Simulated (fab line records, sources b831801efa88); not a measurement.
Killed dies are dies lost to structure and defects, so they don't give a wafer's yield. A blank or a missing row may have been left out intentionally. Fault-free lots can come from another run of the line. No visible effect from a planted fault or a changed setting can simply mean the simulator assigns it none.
What tool caused it? + flow sky130 + 24 lots with 72 wafers sampled at 6 steps, on a route of 708 steps

WHAT THE GAUGES SHOWED, per wafer
SKY_VIA1_RS_MEAS_22: measurement is done with a four-point probe.
| lot  | measured     | on            | VIA1_W_RS (ohm/sq) |
|------|--------------|---------------|--------------------|
| L074 | day 33 15:01 | film metro-02 | 0.433 0.432 0.431  |
| L075 | day 34 09:38 | film metro-01 | 0.437 0.440 0.439  |
| L076 | day 34 11:05 | film metro-04 | 0.438 0.438 0.445  |
| L077 | day 34 15:43 | film metro-01 | 0.428 0.425 0.426  |
| L078 | day 34 23:19 | film metro-02 | 0.436 0.438 0.434  |
| L079 | day 35 13:34 | film metro-01 | 0.440 0.429 0.439  |
| L080 | day 36 00:49 | film metro-01 | 0.431 0.434 0.440  |
| L081 | day 36 09:19 | film metro-01 | 0.438 0.440 0.440  |
| L082 | day 36 18:22 | film metro-04 | 0.438 0.431 0.435  |
| L084 | day 37 02:23 | film metro-01 | 0.437 0.439 0.440  |
| L083 | day 37 04:01 | film metro-04 | 0.443 0.442 0.440  |
| L085 | day 37 15:40 | film metro-01 | 0.436 0.434 0.432  |
| L086 | day 37 22:13 | film metro-01 | 0.436 0.437 0.441  |
| L087 | day 38 06:05 | film metro-04 | 0.442 0.437 0.439  |
| L089 | day 38 14:00 | film metro-01 | 0.438 0.434 0.440  |
| L088 | day 38 14:43 | film metro-02 | 0.440 0.438 0.430  |
| L090 | day 38 22:54 | film metro-04 | 0.441 0.440 0.441  |
| L091 | day 39 03:01 | film metro-04 | 0.436 0.432 0.439  |
| L092 | day 39 16:01 | film metro-04 | 0.439 0.435 0.439  |
| L093 | day 39 19:23 | film metro-02 | 0.435 0.441 0.431  |
| L094 | day 40 01:56 | film metro-02 | 0.442 0.436 0.439  |
| L095 | day 40 08:11 | film metro-04 | 0.435 0.437 0.440  |
| L096 | day 40 12:17 | film metro-04 | 0.438 0.442 0.437  |
| L097 | day 40 16:49 | film metro-04 | 0.424 0.428 0.429  |

SKY_VIA1_THK_MEAS_23: measures by xrf.
| lot  | measured     | on            | VIA1_W_THK (nm) |
|------|--------------|---------------|-----------------|
| L074 | day 33 15:07 | film metro-02 | 261 263 262     |
| L075 | day 34 09:44 | film metro-01 | 264 262 262     |
| L076 | day 34 11:11 | film metro-04 | 263 263 257     |
| L077 | day 34 15:50 | film metro-01 | 268 273 271     |
| L078 | day 34 23:26 | film metro-02 | 262 260 263     |
| L079 | day 35 13:40 | film metro-01 | 263 270 263     |
| L080 | day 36 00:55 | film metro-01 | 270 268 265     |
| L081 | day 36 09:25 | film metro-01 | 265 266 266     |
| L082 | day 36 18:28 | film metro-04 | 259 265 261     |
| L084 | day 37 02:30 | film metro-01 | 265 265 264     |
| L083 | day 37 04:08 | film metro-04 | 260 260 261     |
| L085 | day 37 15:47 | film metro-01 | 266 266 268     |
| L086 | day 37 22:20 | film metro-01 | 266 265 263     |
| L087 | day 38 06:12 | film metro-04 | 261 263 262     |
| L089 | day 38 14:07 | film metro-01 | 264 264 261     |
| L088 | day 38 14:49 | film metro-02 | 258 258 264     |
| L090 | day 38 23:01 | film metro-04 | 259 260 262     |
| L091 | day 39 03:08 | film metro-04 | 264 268 263     |
| L092 | day 39 16:08 | film metro-04 | 264 265 262     |
| L093 | day 39 19:31 | film metro-02 | 261 258 265     |
| L094 | day 40 02:03 | film metro-02 | 260 261 259     |
| L095 | day 40 08:19 | film metro-04 | 264 262 261     |
| L096 | day 40 12:24 | film metro-04 | 262 260 261     |
| L097 | day 40 16:55 | film metro-04 | 270 268 268     |

SKY_VIA3_CD_MEAS_12: target cd 200 nm.
| lot  | measured     | on        | cd nm (nm)        |
|------|--------------|-----------|-------------------|
| L074 | day 39 06:25 | cd sem-01 | 201.4 200.3 202.3 |
| L075 | day 40 01:47 | cd sem-01 | 199.9 200.0 201.6 |
| L076 | day 40 03:23 | cd sem-01 | 200.7 203.0 202.1 |
| L077 | day 40 06:46 | cd sem-01 | 200.7 199.6 200.3 |
| L078 | day 40 12:56 | cd sem-01 | 202.2 201.6 201.4 |
| L079 | day 41 02:42 | cd sem-02 | 200.7 199.4 201.7 |
| L080 | day 41 13:20 | cd sem-02 | 199.9 199.1 200.0 |
| L081 | day 41 20:59 | cd sem-02 | 202.1 202.8 202.5 |
| L082 | day 42 05:53 | cd sem-02 | 201.7 201.6 200.9 |
| L084 | day 42 13:01 | cd sem-01 | 197.9 197.9 198.9 |
| L083 | day 42 14:43 | cd sem-02 | 200.1 200.3 199.9 |
| L085 | day 42 23:19 | cd sem-02 | 201.1 199.4 199.0 |
| L086 | day 43 07:14 | cd sem-02 | 199.6 200.3 200.5 |
| L087 | day 43 12:46 | cd sem-02 | 198.7 199.4 198.0 |
| L089 | day 43 19:37 | cd sem-01 | 200.3 200.1 199.9 |
| L088 | day 43 21:37 | cd sem-02 | 200.8 199.9 200.3 |
| L090 | day 44 06:07 | cd sem-02 | 199.7 200.4 199.9 |
| L091 | day 44 09:05 | cd sem-01 | 200.5 200.3 199.5 |
| L092 | day 44 20:11 | cd sem-01 | 198.9 199.7 200.2 |
| L093 | day 44 22:22 | cd sem-01 | 199.7 199.3 200.5 |
| L094 | day 45 05:52 | cd sem-01 | 199.3 199.1 199.6 |
| L095 | day 45 09:34 | cd sem-01 | 201.0 200.0 199.6 |
| L096 | day 45 12:55 | cd sem-01 | 200.1 201.5 200.2 |
| L097 | day 45 16:38 | cd sem-02 | 201.2 199.8 201.9 |

SKY_VIA3_THK_MEAS_23: measures by xrf.
| lot  | measured     | on            | VIA3_W_THK (nm) |
|------|--------------|---------------|-----------------|
| L074 | day 39 07:35 | film metro-04 | 395 400 393     |
| L075 | day 40 03:02 | film metro-02 | 385 383 385     |
| L076 | day 40 04:31 | film metro-02 | 384 386 381     |
| L077 | day 40 07:58 | film metro-02 | 384 388 388     |
| L078 | day 40 14:05 | film metro-02 | 380 389 385     |
| L079 | day 41 03:50 | film metro-01 | 389 393 392     |
| L080 | day 41 14:35 | film metro-04 | 386 383 388     |
| L081 | day 41 22:34 | film metro-01 | 391 390 387     |
| L082 | day 42 07:02 | film metro-04 | 396 390 389     |
| L084 | day 42 14:17 | film metro-04 | 388 392 394     |
| L083 | day 42 15:55 | film metro-04 | 387 386 384     |
| L085 | day 43 00:28 | film metro-02 | 382 383 389     |
| L086 | day 43 08:24 | film metro-04 | 390 390 389     |
| L087 | day 43 14:01 | film metro-01 | 397 390 388     |
| L089 | day 43 20:47 | film metro-01 | 391 382 391     |
| L088 | day 43 22:49 | film metro-02 | 391 389 393     |
| L090 | day 44 07:38 | film metro-02 | 378 377 372     |
| L091 | day 44 10:19 | film metro-04 | 394 392 387     |
| L092 | day 44 21:45 | film metro-02 | 383 371 381     |
| L093 | day 44 23:55 | film metro-04 | 400 393 397     |
| L094 | day 45 07:02 | film metro-01 | 386 388 391     |
| L095 | day 45 10:44 | film metro-01 | 387 389 390     |
| L096 | day 45 14:07 | film metro-04 | 386 381 384     |
| L097 | day 45 17:46 | film metro-02 | 386 380 386     |

WHAT TOOL EACH LOT RAN ON (gives the tool, then ch and the chambers of the sampled wafers, and finally the start)
| lot  | SKY_VIA1_CMP_24               | SKY_VIA2_CMP_24               |
|------|-------------------------------|-------------------------------|
| L074 | cmp-01 ch 1,3, day 33 15:13   | cmp-02 ch 1,2,3, day 35 23:10 |
| L075 | cmp-01 ch 1,2, day 34 10:14   | cmp-02 ch 0,1,2, day 36 17:41 |
| L076 | cmp-02 ch 0,1, day 34 11:26   | cmp-02 ch 1,3, day 36 20:01   |
| L077 | cmp-02 ch 0,2, day 34 15:57   | cmp-02 ch 1,2, day 36 23:32   |
| L078 | cmp-02 ch 0,1,3, day 34 23:29 | cmp-02 ch 0,1,2, day 37 06:40 |
| L079 | cmp-01 ch 0,2, day 35 13:42   | cmp-01 ch 2,3, day 37 20:29   |
| L080 | cmp-01 ch 1,3, day 36 00:58   | cmp-02 ch 1,2, day 38 07:43   |
| L081 | cmp-01 ch 0,1,2, day 36 09:28 | cmp-01 ch 1,2,3, day 38 15:46 |
| L082 | cmp-02 ch 0,1,3, day 36 18:41 | cmp-01 ch 0,1,2, day 39 01:17 |
| L084 | cmp-02 ch 0,1,3, day 37 02:34 | cmp-01 ch 0,2,3, day 39 08:26 |
| L083 | cmp-02 ch 1,2,3, day 37 04:18 | cmp-01 ch 0,1,2, day 39 11:01 |
| L085 | cmp-01 ch 0,1,3, day 37 15:51 | cmp-02 ch 0,2,3, day 39 21:11 |
| L086 | cmp-02 ch 0,1,3, day 37 22:33 | cmp-01 ch 0,1,3, day 40 05:13 |
| L087 | cmp-02 ch 1,2,3, day 38 06:22 | cmp-01 ch 0,1, day 40 11:00   |
| L089 | cmp-02 ch 2,3, day 38 14:14   | cmp-01 ch 1,2,3, day 40 19:10 |
| L088 | cmp-02 ch 0,3, day 38 14:51   | cmp-01 ch 2,3, day 40 20:19   |
| L090 | cmp-01 ch 0,3, day 38 23:08   | cmp-01 ch 0,1,2, day 41 05:25 |
| L091 | cmp-01 ch 0,1, day 39 03:20   | cmp-02 ch 1,2,3, day 41 08:13 |
| L092 | cmp-02 ch 0,2, day 39 16:11   | cmp-02 ch 0,1,3, day 41 20:03 |
| L093 | cmp-02 ch 0,2,3, day 39 19:34 | cmp-01 ch 0,2,3, day 41 23:22 |
| L094 | cmp-01 ch 0,1,2, day 40 02:10 | cmp-01 ch 0,1,2, day 42 06:29 |
| L095 | cmp-01 ch 1,3, day 40 08:25   | cmp-01 ch 1,3, day 42 11:50   |
| L096 | cmp-02 ch 0,1,3, day 40 12:31 | cmp-02 ch 0,1, day 42 15:39   |
| L097 | cmp-02 ch 1,2,3, day 40 17:07 | cmp-01 ch 1,2,3, day 42 19:37 |
- SKY_VIA1_CMP_24: polishes, stops on SiO2, t overpolish 15 s, target thk 0 nm.
- SKY_VIA2_CMP_24: polishes, stops on SiO2, t overpolish 20 s, target thk 0 nm.

AS READ BY THE TOOLS THEMSELVES (means over the sampled wafers that have a number; for cases with no such wafer, the mark the record gives instead)
SKY_VIA1_CMP_24.
| lot  | tool   | motor current A (A) | overpolish run s (s) | time to endpoint s (s) |
|------|--------|---------------------|----------------------|------------------------|
| L074 | cmp-01 | 11.3                | 15.003               | 65.9                   |
| L075 | cmp-01 | 11.9                | 14.998               | 63.7                   |
| L076 | cmp-02 | 10.7                | 14.997               | 64.0                   |
| L077 | cmp-02 | 11.3                | 15.004               | 67.8                   |
| L078 | cmp-02 | 11.2                | 14.995               | 65.2                   |
| L079 | cmp-01 | 11.3                | 14.991               | 61.9                   |
| L080 | cmp-01 | 11.8                | 14.998               | 63.3                   |
| L081 | cmp-01 | 11.6                | 15.000               | 60.7                   |
| L082 | cmp-02 | 11.6                | 14.998               | 65.5                   |
| L084 | cmp-02 | 11.0                | 15.003               | 65.2                   |
| L083 | cmp-02 | 11.1                | 15.001               | 67.2                   |
| L085 | cmp-01 | 11.5                | 15.005               | 64.6                   |
| L086 | cmp-02 | 11.4                | 14.998               | 63.9                   |
| L087 | cmp-02 | 10.9                | 14.995               | 64.6                   |
| L089 | cmp-02 | 12.0                | 14.994               | 66.3                   |
| L088 | cmp-02 | 11.9                | 15.000               | 65.8                   |
| L090 | cmp-01 | 11.7                | 14.997               | 63.2                   |
| L091 | cmp-01 | 12.7                | 15.006               | 61.1                   |
| L092 | cmp-02 | 11.2                | 14.993               | 65.3                   |
| L093 | cmp-02 | 11.2                | 15.005               | 67.6                   |
| L094 | cmp-01 | 11.8                | 15.007               | 62.2                   |
| L095 | cmp-01 | 11.8                | 15.003               | 62.1                   |
| L096 | cmp-02 | 11.3                | 15.007               | 66.6                   |
| L097 | cmp-02 | 11.0                | 14.999               | 66.7                   |

SKY_VIA2_CMP_24.
| lot  | tool   | motor current A (A) | overpolish run s (s) | time to endpoint s (s) |
|------|--------|---------------------|----------------------|------------------------|
| L074 | cmp-02 | 11.2                | 20.007               | 103                    |
| L075 | cmp-02 | 10.5                | 20.006               | 105                    |
| L076 | cmp-02 | 11.4                | 19.998               | 102                    |
| L077 | cmp-02 | 10.7                | 19.989               | 106                    |
| L078 | cmp-02 | 10.8                | 20.001               | 103                    |
| L079 | cmp-01 | 11.2                | 20.005               | 97                     |
| L080 | cmp-02 | 10.4                | 19.993               | 106                    |
| L081 | cmp-01 | 11.2                | 19.989               | 99                     |
| L082 | cmp-01 | 12.2                | 19.998               | 97                     |
| L084 | cmp-01 | 11.3                | 20.005               | 102                    |
| L083 | cmp-01 | 11.7                | 20.000               | 100                    |
| L085 | cmp-02 | 11.6                | 20.003               | 100                    |
| L086 | cmp-01 | 11.7                | 20.005               | 97                     |
| L087 | cmp-01 | 12.1                | 20.001               | 103                    |
| L089 | cmp-01 | 11.2                | 20.005               | 102                    |
| L088 | cmp-01 | 10.9                | 20.001               | 102                    |
| L090 | cmp-01 | 11.6                | 20.001               | 101                    |
| L091 | cmp-02 | 11.6                | 20.004               | 99                     |
| L092 | cmp-02 | 11.2                | 20.003               | 100                    |
| L093 | cmp-01 | 11.3                | 19.999               | 97                     |
| L094 | cmp-01 | 11.9                | 19.998               | 104                    |
| L095 | cmp-01 | 10.8                | 20.000               | 98                     |
| L096 | cmp-02 | 10.7                | 20.002               | 99                     |
| L097 | cmp-01 | 11.2                | 19.997               | 94                     |

THE ANSWER, worked out from the rows above alone
Rule: what is usual is taken from the lots themselves. Put in order of their means at a reading, lots are off if they are a third of the lots or fewer, leave a main group of 4 or more, and stand apart from it by a gap of 3 or more times the standard deviation of the main group's means; of several such gaps the widest counts. The tables above print the reading to a certain number of digits; a main group whose means all agree to those digits is not used. A lot without any number at a reading at which 4 lots or more have one is off too. The other lots that the step has rows for count as sound. The gauges are gone through in route order, then the tools' own readings, and for those a lot's mean is taken as printed above. At the first step where some lot is off, the reading lying furthest off is the one used; lots without a number count as furthest.
No lot is off at any reading shown: from this, nothing can be told.

WHAT HAD BEEN PUT IN BY THE SIMULATOR
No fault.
